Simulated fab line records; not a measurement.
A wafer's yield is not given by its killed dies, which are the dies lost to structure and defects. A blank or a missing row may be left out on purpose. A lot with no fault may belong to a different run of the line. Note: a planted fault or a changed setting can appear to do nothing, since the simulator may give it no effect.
Which tool was responsible? :: flow gf180mcu :: 14 lots with 42 wafers sampled at 4 steps, on a route of 602 steps

## WHAT THE GAUGES READ, wafer by wafer
GF_M1_OVL_MEAS_15. Usual: M1_OVL typically reads -1 nm, with standard deviation 5.7.
lot: L996
measured: day 16 22:44
on: overlay-01
M1_OVL (nm): 1 -5 -5
flag: 

lot: L997
measured: day 17 05:29
on: overlay-01
M1_OVL (nm): -7 -8 -1
flag: 

lot: L999
measured: day 18 05:43
on: overlay-01
M1_OVL (nm): -7 -7 -6
flag: 

lot: L102
measured: day 19 07:40
on: overlay-01
M1_OVL (nm): -2 2 -6
flag: 

lot: L103
measured: day 19 17:28
on: overlay-02
M1_OVL (nm): 14 6 4
flag: 

lot: L104
measured: day 20 05:25
on: overlay-01
M1_OVL (nm): -2 8 -2
flag: 

lot: L106
measured: day 21 01:13
on: overlay-02
M1_OVL (nm): 0 5 -6
flag: 

lot: L107
measured: day 21 07:19
on: overlay-01
M1_OVL (nm): 4 6 8
flag: 

lot: L108
measured: day 21 18:01
on: overlay-01
M1_OVL (nm): 2 6 -2
flag: 

lot: L110
measured: day 22 11:17
on: overlay-02
M1_OVL (nm): - - -
flag: OFF

lot: L111
measured: day 22 14:01
on: overlay-01
M1_OVL (nm): - - -
flag: OFF

lot: L112
measured: day 22 23:44
on: overlay-02
M1_OVL (nm): -3 -5 -7
flag: 

lot: L115
measured: day 23 22:56
on: overlay-02
M1_OVL (nm): 3 7 5
flag: 

lot: L119
measured: day 25 05:16
on: overlay-01
M1_OVL (nm): -1 -2 7
flag: 

## WHAT TOOL EACH LOT RAN ON (gives the tool, then ch and the chambers of the sampled wafers, and finally the start)
lot: L996
GF_M1_SPUTTER_01: pvd sputter-03, day 16 00:30
GF_M1_SPUTTER_03: pvd sputter-03, day 16 00:34
GF_M1_PEB_12: litho track-03 ch 0, day 16 22:16

lot: L997
GF_M1_SPUTTER_01: pvd sputter-04, day 16 07:14
GF_M1_SPUTTER_03: pvd sputter-04, day 16 07:17
GF_M1_PEB_12: litho track-02 ch 0, day 17 05:02

lot: L999
GF_M1_SPUTTER_01: pvd sputter-01, day 17 06:04
GF_M1_SPUTTER_03: pvd sputter-01, day 17 06:07
GF_M1_PEB_12: litho track-02 ch 0, day 18 05:15

lot: L102
GF_M1_SPUTTER_01: pvd sputter-01, day 18 08:27
GF_M1_SPUTTER_03: pvd sputter-01, day 18 08:31
GF_M1_PEB_12: litho track-02 ch 0, day 19 07:12

lot: L103
GF_M1_SPUTTER_01: pvd sputter-01, day 18 17:25
GF_M1_SPUTTER_03: pvd sputter-01, day 18 17:29
GF_M1_PEB_12: litho track-02 ch 0, day 19 17:00

lot: L104
GF_M1_SPUTTER_01: pvd sputter-03, day 19 05:17
GF_M1_SPUTTER_03: pvd sputter-03, day 19 05:21
GF_M1_PEB_12: litho track-02 ch 0, day 20 04:57

lot: L106
GF_M1_SPUTTER_01: pvd sputter-01, day 20 01:27
GF_M1_SPUTTER_03: pvd sputter-01, day 20 01:31
GF_M1_PEB_12: litho track-04 ch 0, day 21 00:45

lot: L107
GF_M1_SPUTTER_01: pvd sputter-01, day 20 07:04
GF_M1_SPUTTER_03: pvd sputter-01, day 20 07:07
GF_M1_PEB_12: litho track-02 ch 0, day 21 06:51

lot: L108
GF_M1_SPUTTER_01: pvd sputter-01, day 20 17:37
GF_M1_SPUTTER_03: pvd sputter-01, day 20 17:41
GF_M1_PEB_12: litho track-04 ch 0, day 21 17:33

lot: L110
GF_M1_SPUTTER_01: pvd sputter-01, day 21 11:13
GF_M1_SPUTTER_03: pvd sputter-01, day 21 11:16
GF_M1_PEB_12: litho track-04, day 22 10:52

lot: L111
GF_M1_SPUTTER_01: pvd sputter-03, day 21 14:40
GF_M1_SPUTTER_03: pvd sputter-03, day 21 14:44
GF_M1_PEB_12: litho track-04, day 22 13:33

lot: L112
GF_M1_SPUTTER_01: pvd sputter-03, day 22 00:30
GF_M1_SPUTTER_03: pvd sputter-03, day 22 00:34
GF_M1_PEB_12: litho track-03 ch 0, day 22 23:16

lot: L115
GF_M1_SPUTTER_01: pvd sputter-04, day 22 23:22
GF_M1_SPUTTER_03: pvd sputter-04, day 22 23:25
GF_M1_PEB_12: litho track-03 ch 0, day 23 22:29

lot: L119
GF_M1_SPUTTER_01: pvd sputter-04, day 24 06:36
GF_M1_SPUTTER_03: pvd sputter-04, day 24 06:40
GF_M1_PEB_12: litho track-02 ch 0, day 25 04:48
- GF_M1_SPUTTER_01: material TiN, target thk 30 nm, time 25 s.
- GF_M1_SPUTTER_03: material Ti, target thk 10 nm, time 6.7 s.
- GF_M1_PEB_12: peb time 90 s.

## AS READ BY THE TOOLS THEMSELVES (means over the sampled wafers that have a number; for cases with no such wafer, the mark the record gives instead)
GF_M1_SPUTTER_01. Usual: throttle valve pct at 30.0 %, with a standard deviation of 0.9.
lot: L996
tool: pvd sputter-03
throttle valve pct (%): 31.5
flag: 

lot: L997
tool: pvd sputter-04
throttle valve pct (%): 30.4
flag: 

lot: L999
tool: pvd sputter-01
throttle valve pct (%): 30.0
flag: 

lot: L102
tool: pvd sputter-01
throttle valve pct (%): 30.1
flag: 

lot: L103
tool: pvd sputter-01
throttle valve pct (%): 30.0
flag: 

lot: L104
tool: pvd sputter-03
throttle valve pct (%): 30.3
flag: 

lot: L106
tool: pvd sputter-01
throttle valve pct (%): 29.9
flag: 

lot: L107
tool: pvd sputter-01
throttle valve pct (%): 30.1
flag: 

lot: L108
tool: pvd sputter-01
throttle valve pct (%): 30.3
flag: 

lot: L110
tool: pvd sputter-01
throttle valve pct (%): 30.3
flag: 

lot: L111
tool: pvd sputter-03
throttle valve pct (%): 30.6
flag: 

lot: L112
tool: pvd sputter-03
throttle valve pct (%): 30.4
flag: 

lot: L115
tool: pvd sputter-04
throttle valve pct (%): 30.4
flag: 

lot: L119
tool: pvd sputter-04
throttle valve pct (%): 30.4
flag: 

GF_M1_SPUTTER_03. Usual: throttle valve pct at 30.0 %, with a standard deviation of 0.94.
lot: L996
tool: pvd sputter-03
throttle valve pct (%): 31.4
flag: 

lot: L997
tool: pvd sputter-04
throttle valve pct (%): 30.4
flag: 

lot: L999
tool: pvd sputter-01
throttle valve pct (%): 29.8
flag: 

lot: L102
tool: pvd sputter-01
throttle valve pct (%): 30.0
flag: 

lot: L103
tool: pvd sputter-01
throttle valve pct (%): 30.1
flag: 

lot: L104
tool: pvd sputter-03
throttle valve pct (%): 30.5
flag: 

lot: L106
tool: pvd sputter-01
throttle valve pct (%): 30.0
flag: 

lot: L107
tool: pvd sputter-01
throttle valve pct (%): 29.9
flag: 

lot: L108
tool: pvd sputter-01
throttle valve pct (%): 30.3
flag: 

lot: L110
tool: pvd sputter-01
throttle valve pct (%): 30.2
flag: 

lot: L111
tool: pvd sputter-03
throttle valve pct (%): 30.6
flag: 

lot: L112
tool: pvd sputter-03
throttle valve pct (%): 30.4
flag: 

lot: L115
tool: pvd sputter-04
throttle valve pct (%): 30.3
flag: 

lot: L119
tool: pvd sputter-04
throttle valve pct (%): 30.5
flag: 

GF_M1_PEB_12. Usual: chill plate temp C 22.97 C, standard deviation 0.093; exhaust pa 45.1 Pa, standard deviation 0.93; resist line temp C 23.03 C, standard deviation 0.11.
lot: L996
tool: litho track-03
chill plate temp C (C): 23.05
exhaust pa (Pa): 45.0
resist line temp C (C): 23.01
flag: 

lot: L997
tool: litho track-02
chill plate temp C (C): 22.88
exhaust pa (Pa): 44.2
resist line temp C (C): 22.92
flag: 

lot: L999
tool: litho track-02
chill plate temp C (C): 23.01
exhaust pa (Pa): 45.2
resist line temp C (C): 22.98
flag: 

lot: L102
tool: litho track-02
chill plate temp C (C): 22.97
exhaust pa (Pa): 45.9
resist line temp C (C): 23.01
flag: 

lot: L103
tool: litho track-02
chill plate temp C (C): 22.81
exhaust pa (Pa): 44.9
resist line temp C (C): 22.96
flag: 

lot: L104
tool: litho track-02
chill plate temp C (C): 23.01
exhaust pa (Pa): 43.6
resist line temp C (C): 23.00
flag: 

lot: L106
tool: litho track-04
chill plate temp C (C): 23.02
exhaust pa (Pa): 45.7
resist line temp C (C): 22.93
flag: 

lot: L107
tool: litho track-02
chill plate temp C (C): 23.03
exhaust pa (Pa): 46.6
resist line temp C (C): 23.06
flag: 

lot: L108
tool: litho track-04
chill plate temp C (C): 22.92
exhaust pa (Pa): 44.1
resist line temp C (C): 23.19
flag: 

lot: L110
tool: litho track-04
chill plate temp C (C): -
exhaust pa (Pa): -
resist line temp C (C): -
flag: OFF

lot: L111
tool: litho track-04
chill plate temp C (C): -
exhaust pa (Pa): -
resist line temp C (C): -
flag: OFF

lot: L112
tool: litho track-03
chill plate temp C (C): 22.88
exhaust pa (Pa): 44.6
resist line temp C (C): 23.06
flag: 

lot: L115
tool: litho track-03
chill plate temp C (C): 23.00
exhaust pa (Pa): 45.7
resist line temp C (C): 22.84
flag: 

lot: L119
tool: litho track-02
chill plate temp C (C): 23.04
exhaust pa (Pa): 45.7
resist line temp C (C): 23.17
flag: 

## THE ANSWER, worked out from the rows above alone
Rule: take the mean of a lot's wafers that have a number; if it is more than 3 standard deviations from the usual mean, the lot is off. Also off: a lot with no number at a reading for which 4 or more lots have one. Any other lot the step has rows for is counted as sound. First the gauges in route order, then the tools' own readings, where a lot's mean is used as printed above. At the first step where some lot is off, the reading lying furthest off is the one used; lots without a number count as furthest.
Off: at GF_M1_OVL_MEAS_15 (M1_OVL), L110, L111. Without a number there: L110, L111.
A tool fits if, at a process step before that reading, it ran every lot that is off, and no sound lot after the first of them. The gauges at GF_M1_OVL_MEAS_15 aren't tried: what is off there is off at GF_M1_PEB_12 too, on other tools, and a gauge's error can't cause that. One fits: GF_M1_PEB_12 on litho track-04. Its last sound lot is L108 (day 21 17:33), its first lot that is off L110 (day 22 10:52): a fault that began between those two fits.
Blank at GF_M1_PEB_12 on the lots that are off, where sound lots have numbers: chill plate temp C, exhaust pa, resist line temp C.

## WHAT THE SIMULATOR HAD INSERTED
Beginning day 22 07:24, the whole step at GF_M1_PEB_12 was skipped on litho track-04. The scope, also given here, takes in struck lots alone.
Shown lots that were struck: L110, L111. The rule above found the same.
